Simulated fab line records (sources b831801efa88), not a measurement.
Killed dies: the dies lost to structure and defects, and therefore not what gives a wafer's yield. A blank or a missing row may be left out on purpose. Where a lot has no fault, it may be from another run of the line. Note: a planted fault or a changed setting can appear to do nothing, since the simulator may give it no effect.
The tool behind it: which one? ; flow gf180mcu ; 18 wafers from 6 lots sampled at 4 of the route's 602 steps

== WHAT EACH GAUGE READ, for each wafer ==
GF_PASSIVATION_BOW_MEAS_14.
lot;measured;on;PASSIVATION_BOW (um)
L251;day 30 03:56;filmMetro-01;155 130 129
L253;day 30 20:02;filmMetro-02;136 128 129
L256;day 31 12:46;filmMetro-02;149 151 144
L260;day 32 20:50;filmMetro-04;144 134 145
L262;day 33 04:49;filmMetro-04;120 130 129
L269;day 34 16:58;filmMetro-01;142 132 129

== EACH LOT AND THE TOOL THAT RAN IT (in order: tool; ch and the chambers of the sampled wafers; start) ==
lot;GF_MVSD_STRIP_10;GF_TOP_METAL_SPUTTER_00;GF_PASSIVATION_STRIP_12
L251;plasmaAsher-03 ch 0,1, day 5 02:34;pvdSputter-01, day 28 08:38;plasmaAsher-01 ch 0,1, day 30 02:19
L253;plasmaAsher-04 ch 0,1, day 5 12:31;pvdSputter-03, day 29 01:37;plasmaAsher-04 ch 0,1, day 30 18:25
L256;plasmaAsher-04 ch 0,1, day 6 06:04;pvdSputter-04, day 29 21:19;plasmaAsher-04 ch 0,1, day 31 11:10
L260;plasmaAsher-04 ch 0,1, day 7 04:56;pvdSputter-01, day 31 07:23;plasmaAsher-02 ch 0,1, day 32 19:13
L262;plasmaAsher-03 ch 0,1, day 7 16:26;pvdSputter-04, day 31 15:25;plasmaAsher-04 ch 0,1, day 33 03:13
L269;plasmaAsher-04 ch 0,1, day 9 07:46;pvdSputter-04, day 33 06:40;plasmaAsher-01 ch 0,1, day 34 15:22
- GF_MVSD_STRIP_10: strips in O2/N2.
- GF_TOP_METAL_SPUTTER_00: material Ti, target thk 37.5 nm, time 150 s.
- GF_PASSIVATION_STRIP_12: strips in O2/N2.

== THE ANSWER, worked out from the rows above alone ==
Rule: the lots themselves supply what counts as usual. The widest of any qualifying gaps counts: lots, ordered by their means at a reading, are off when they make up no more than a third of the lots, leave a main group of 4 or more, and stand apart from it by 3 or more times the standard deviation of that group's means. If all means in a main group match to the digits the tables above print for the reading, that group is not used. Also off: a lot with no number at a reading for which 4 or more lots have one. Any other lot the step has rows for is counted as sound.
Across all readings shown, no lot is off: no conclusion can be drawn from this.

== WHAT HAD BEEN PUT IN BY THE SIMULATOR ==
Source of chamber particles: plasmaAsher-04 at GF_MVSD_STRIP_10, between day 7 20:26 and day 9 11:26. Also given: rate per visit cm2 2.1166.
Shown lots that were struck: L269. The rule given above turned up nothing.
